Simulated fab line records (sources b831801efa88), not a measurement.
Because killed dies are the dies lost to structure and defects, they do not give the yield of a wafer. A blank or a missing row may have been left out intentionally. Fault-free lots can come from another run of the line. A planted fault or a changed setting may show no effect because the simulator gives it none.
The tool behind it: which one? ; flow sky130 ; 12 lots, 36 wafers sampled, at 1 step of a route of 708

## WHAT EACH GAUGE READ, for each wafer
SKY_CONTACT_OVL_MEAS_15.
lot;measured;on;CONTACT_OVL (nm)
L075;day 32 04:14;overlay-02;6 1 2
L077;day 32 20:52;overlay-01;3 -2 7
L079;day 33 19:50;overlay-02;4 7 5
L081;day 34 05:47;overlay-01;9 1 10
L083;day 34 20:29;overlay-02;10 10 12
L085;day 35 13:05;overlay-01;-4 -5 -12
L087;day 36 02:10;overlay-02;1 6 -5
L089;day 36 15:02;overlay-01;5 2 6
L091;day 37 02:26;overlay-02;6 5 7
L093;day 37 19:08;overlay-02;0 0 2
L095;day 38 11:44;overlay-01;-2 3 2
L097;day 38 20:36;overlay-02;-4 -1 -11

## WHICH TOOL RAN EACH LOT (tool, then ch and the chambers of the sampled wafers, then the start)
Record: no process step prior to these readings.

## THE ANSWER, worked out from the rows above alone
Rule: the lots themselves supply what counts as usual. The widest of any qualifying gaps counts: lots, ordered by their means at a reading, are off when they make up no more than a third of the lots, leave a main group of 4 or more, and stand apart from it by 3 or more times the standard deviation of that group's means. Not used: any main group whose means are identical at the precision the tables above print for the reading. Also off: a lot with no number at a reading for which 4 or more lots have one. All remaining lots with rows at the step are treated as sound.
No lot is off on any of the readings shown, so nothing can be concluded from this.

## WHAT THE SIMULATOR HAD INSERTED
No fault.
